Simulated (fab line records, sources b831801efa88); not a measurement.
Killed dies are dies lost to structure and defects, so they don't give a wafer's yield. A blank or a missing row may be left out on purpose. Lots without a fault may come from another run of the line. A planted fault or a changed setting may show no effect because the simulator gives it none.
A struck lot beside a sound one | flow sfq_line | 19 steps out of a route of 325
Sound: wafers L611.2, L611.3, L611.5. Struck: wafer L626.4. (L626.5 of the same lot was not struck and is left out.) The cause comes at the end.
At each step with rows: each side's tool, then ch and its chambers, then its first start. Under that, the readings that differ: sound wafers | struck wafers | difference of the means | sigmas: that difference in standard deviations of wafers without a fault.
alike: readings whose means differ by less than 2 such deviations, and words and numbers that are the same on both sides. not compared: withheld readings, readings that some wafer has no value for, bounds like >300 that may hide the same value, and numbers for which the record gives no deviation and whose values overlap.
The two part at a step that has a row with sigmas, a row that says differs or no value, or rows on one side only. Numbers that don't overlap but have no deviation are shown without sigmas and don't part them. A reading that every wafer of one side lacks parts them only if that side has two wafers or more.

SFQ_M6_OVL_MEAS_940:
  sound on overlay-02, day 62 08:15; struck on overlay-01, day 72 11:35
  alike: M6_OVL
then, 1 step without rows for these wafers: SFQ_TRILAYER_M6_BARC_OPEN_METAL_ETCH_206 (etches BARC in O2, target depth 125 nm, time 41.7 s).
SFQ_TRILAYER_M6_ETCH_METAL_ETCH_162: etches Nb in Cl2/Ar, stops on SiO2, target depth 240 nm, time 120 s.
  sound on rie_metal-03 ch 0,1, day 62 08:20; struck on rie_metal-02 ch 0, day 72 11:41
  alike: chamber_pressure_mTorr, drypump_motor_current_A, oes_product_au
  not compared: rf_hours_counter_h
SFQ_TRILAYER_M6_STRIP_STRIP_163: strips in O2.
  sound on rie_metal-03 ch 0,1, day 62 08:28; struck on rie_metal-02 ch 0, day 72 11:59
  alike: chamber_pressure_mTorr, drypump_motor_current_A, oes_product_au
  not compared: rf_hours_counter_h
then, 1 step without rows for these wafers: SFQ_TRILAYER_M6_STRIP_SOLV_CLEAN_164 (cleans in NMP, time 600 s).
SFQ_TRILAYER_I6_DEP_PECVD_165: deposits SiO2 from SiH4/N2O, time 111.11 s, target thk 500 nm.
  sound on pecvd-04 ch 0,1, day 62 09:16; struck on pecvd-01 ch 1, day 72 12:35
  reading                | sound          | struck | difference | sigmas
  throttle_valve_pct (%) | 23.1 23.4 22.9 | 29.1   | +6.0       | +3
  alike: heater_power_w, showerhead_vpp_V
SFQ_TRILAYER_I6_CMP_CMP_166: polishes SiO2.
  sound on cmp-02 ch 0,2,3, day 62 23:34; struck on cmp-01 ch 0, day 72 15:32
  alike: edge_zone_pressure_frac, motor_current_A, time_to_endpoint_s
SFQ_I6_BOW_MEAS_941:
  sound on film_metro-02, day 63 02:35; struck on film_metro-03, day 72 17:05
  alike: I6_BOW
then, 4 steps without rows for these wafers: SFQ_TRILAYER_I6_METRO_MEASURE_167; SFQ_TRILAYER_I6_VIA_LITHO_COAT_174 (resist thk 62 nm); SFQ_TRILAYER_I6_VIA_LITHO_COAT_169 (resist thk 650 nm); SFQ_TRILAYER_I6_VIA_LITHO_SOFTBAKE_173.
-- the record jumps here: 4 days lie between the struck wafers' starts before and after --
SFQ_TRILAYER_I6_VIA_LITHO_EXPOSE_170: exposes mask I6, target cd 700 nm.
  sound on krf_scanner-01 ch 0, day 67 09:42; struck on krf_scanner-01 ch 0, day 76 13:17
  alike: mask
then, 2 steps without rows for these wafers: SFQ_TRILAYER_I6_VIA_LITHO_PEB_172 (peb time 60 s); SFQ_TRILAYER_I6_VIA_LITHO_DEVELOP_171 (time 60 s).
SFQ_I6_OVL_MEAS_942:
  sound on overlay-01, day 67 11:00; struck on overlay-01, day 76 14:12
  alike: I6_OVL
SFQ_TRILAYER_I6_VIA_BARC_OPEN_VIA_ETCH_235: etches BARC in O2, target depth 125 nm, time 41.7 s.
  sound on rie_diel-04 ch 2,3, day 67 11:02; struck on rie_diel-03 ch 1, day 76 14:13
  reading             | sound           | struck | difference | sigmas
  model.I6.cd_nm (nm) | 702 700.7 700.5 | 722.2  | +21.1      |
  alike: chamber_pressure_mTorr, drypump_motor_current_A, oes_product_au
  not compared: rf_hours_counter_h
SFQ_TRILAYER_I6_VIA_ETCH_VIA_ETCH_172: etches SiO2 in CHF3, stops on Nb, target depth 260 nm.
  sound on rie_diel-04 ch 2,3, day 67 11:04; struck on rie_diel-03 ch 1, day 76 14:16
  reading             | sound             | struck | difference | sigmas
  model.I6.cd_nm (nm) | 701.6 703.3 700.4 | 723.8  | +22.0      |
  alike: chamber_pressure_mTorr, drypump_motor_current_A, oes_product_au
SFQ_TRILAYER_I6_VIA_STRIP_STRIP_173: strips in O2.
  sound on rie_metal-01 ch 0,1, day 67 11:11; struck on rie_metal-02 ch 1, day 76 14:34
  alike: chamber_pressure_mTorr, drypump_motor_current_A, oes_product_au
  not compared: rf_hours_counter_h

WHERE THEY PART
Only at SFQ_TRILAYER_I6_DEP_PECVD_165, within this record. Later steps at which nothing parts them and some readings are alike: SFQ_TRILAYER_I6_CMP_CMP_166, SFQ_I6_BOW_MEAS_941, SFQ_TRILAYER_I6_VIA_LITHO_EXPOSE_170, SFQ_I6_OVL_MEAS_942, SFQ_TRILAYER_I6_VIA_BARC_OPEN_VIA_ETCH_235, SFQ_TRILAYER_I6_VIA_ETCH_VIA_ETCH_172, SFQ_TRILAYER_I6_VIA_STRIP_STRIP_173.

WHY: what the simulator had put in
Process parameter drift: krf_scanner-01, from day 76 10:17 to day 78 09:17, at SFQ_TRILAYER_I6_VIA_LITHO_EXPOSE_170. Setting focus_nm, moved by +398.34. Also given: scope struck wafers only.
